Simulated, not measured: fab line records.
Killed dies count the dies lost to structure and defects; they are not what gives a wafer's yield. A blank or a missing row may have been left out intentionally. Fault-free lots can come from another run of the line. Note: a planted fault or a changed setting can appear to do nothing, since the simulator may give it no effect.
A single fault, viewed from 2 desks || flow gf180mcu || only its own numbers are on each desk; what lay behind them is given at the end

== FOR THE TOOL OWNER'S DESK: pecvd-04 ==
The tool's own readings at GF_V5_CVD_02 (deposits SiO2 from TEOS, target thk 1450 nm, time 163.28 s): means of the sampled wafers that have a number, for each lot that ran on this tool. If a lot's mean is further than 4 standard deviations from the usual mean, the lot is out of limits and carries the mark OUT (the distance appears in the brackets).
Columns: A = heater-power-outer-w at GF_V5_CVD_02, usual 352 W; B = heater-power-w at GF_V5_CVD_02, usual 622 W; C = rf-fwd-power-W at GF_V5_CVD_02, usual 597.7 W
{"lot": "L654", "first seen here": "day 26 05:23", "A": 378, "B": 597, "C": 598.8}
{"lot": "L655", "first seen here": "day 26 14:40", "A": 312, "B": 559, "C": 597.4}
{"lot": "L656", "first seen here": "day 27 05:49", "A": 374, "B": 650, "C": 598.1}
{"lot": "L662", "first seen here": "day 29 13:57", "A": 328, "B": 575, "C": 599.0}
{"lot": "L670", "first seen here": "day 31 15:46", "A": 406, "B": 674, "C": "568.3 (-14) OUT"}
{"lot": "L672", "first seen here": "day 32 07:13", "A": 304, "B": 567, "C": "565.8 (-15) OUT"}
This desk's verdict: out of limits on L670, L672, starting with L670 at day 31 15:46 (rf-fwd-power-W at GF_V5_CVD_02). Within limits: L654, L655, L656, L662.

== THE METROLOGY DESK ==
What the gauges read for every lot (on any tool): the sampled wafers with a number, averaged. If a lot's mean is further than 4 standard deviations from the usual mean, the lot is out of limits and carries the mark OUT (the distance appears in the brackets).
Columns: A = M5_OVL at GF_M5_OVL_MEAS_08, usual -3 nm; B = V5_CVD_02_THK at GF_V5_THK_MEAS_03, usual 1454 nm
{"lot": "L653", "first seen here": "day 26 00:47", "A": -5, "B": 1438}
{"lot": "L654", "first seen here": "day 26 04:34", "A": -5, "B": 1452}
{"lot": "L655", "first seen here": "day 26 13:51", "A": -3, "B": 1446}
{"lot": "L656", "first seen here": "day 27 04:59", "A": -3, "B": 1433}
{"lot": "L658", "first seen here": "day 27 22:29", "A": -0, "B": 1472}
{"lot": "L659", "first seen here": "day 28 08:32", "A": -6, "B": 1447}
{"lot": "L660", "first seen here": "day 28 18:05", "A": -5, "B": 1462}
{"lot": "L661", "first seen here": "day 29 10:05", "A": 2, "B": 1442}
{"lot": "L662", "first seen here": "day 29 13:00", "A": -4, "B": 1445}
{"lot": "L670", "first seen here": "day 31 14:18", "A": -4, "B": 1453}
{"lot": "L672", "first seen here": "day 32 06:23", "A": 0, "B": 1430}
{"lot": "L675", "first seen here": "day 32 11:18", "A": -4, "B": 1455}
This desk's verdict: no lot among the 12 shows anything out of limits.

== TAKEN TOGETHER ==
On L670, L672, at day 31 15:46, an alarm was possible from the tool owner's desk.
From the metrology desk's view, nothing was out of limits.
The metrology desk holds a record of L670, L672, inside its limits.
GF_V5_CVD_02 was run on pecvd-04 by each of the lots named.

== WHAT THE SIMULATOR HAD PUT IN ==
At GF_V5_CVD_02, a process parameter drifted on pecvd-04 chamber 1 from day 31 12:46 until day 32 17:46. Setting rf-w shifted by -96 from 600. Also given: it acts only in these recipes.
Struck lots among those shown: L670, L672.
Delay in hours, fault start to first out-of-limits reading, by desk: the tool owner's desk at 3.
